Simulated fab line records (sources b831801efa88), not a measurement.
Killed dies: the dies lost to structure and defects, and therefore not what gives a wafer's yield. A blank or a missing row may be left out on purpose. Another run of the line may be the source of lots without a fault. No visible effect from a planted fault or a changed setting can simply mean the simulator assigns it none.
Chamber matching    flow sky130    SKY_VIA1_CMP_24 on cmp-02: 4 sister chambers
The step polishes, stops on SiO2, t overpolish 15 s, target thk 0 nm. 7 wafers are shown with their chamber, then 7 later ones without.

WAFERS PAIRED WITH THEIR CHAMBERS
wafer   chamber  motor current A (A)  overpolish run s (s)
L812.5  3        10.4                 14.999
L812.6  0        11.6                 15.002
L818.2  0        12.0                 14.997
L821.5  1        9.3                  15.005
L821.6  2        9.7                  14.991
L822.3  1        10.4                 15.014
L822.4  2        9.8                  15.004

WAFERS WITH NO CHAMBER GIVEN
wafer   motor current A (A)  overpolish run s (s)
L822.5  11.5                 14.989
L826.1  9.7                  14.995
L826.5  11.5                 14.990
L826.6  10.1                 15.006
L828.1  9.7                  14.974
L828.5  10.9                 15.006
L828.6  9.6                  14.987

EACH ONE'S CHAMBER
wafer   from the rows above                in truth
L822.5  can't be placed: 0 or 3            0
L826.1  can't be placed: 2 or 3 or 1       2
L826.5  can't be placed: 0 or 3            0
L826.6  can't be placed: 1 or 3 or 2       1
L828.1  can't be placed: 2 or 3 or 1       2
L828.5  can't be placed: 3 or 0 or 1 or 2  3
L828.6  can't be placed: 2 or 3 or 1       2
0 of 7 placed correctly. Not placeable from these rows: 7 (in 7, the candidates include the true chamber). Placed wrongly: 0.
How it was worked out, from the rows above alone: a wafer's distance from a chamber is the root of the sum, over the readings, of the square of ((its reading less the chamber's mean) divided by the reading's scatter). If the next closest chamber is less than 2 further off than the closest, the wafer can't be placed; otherwise it belongs to the closest. For every chamber, the mean is computed from those of its wafers that are shown. The scatter: take each reading less its chamber's mean, square it, sum over the shown wafers, divide by the number of wafers less the number of chambers, and take the root.
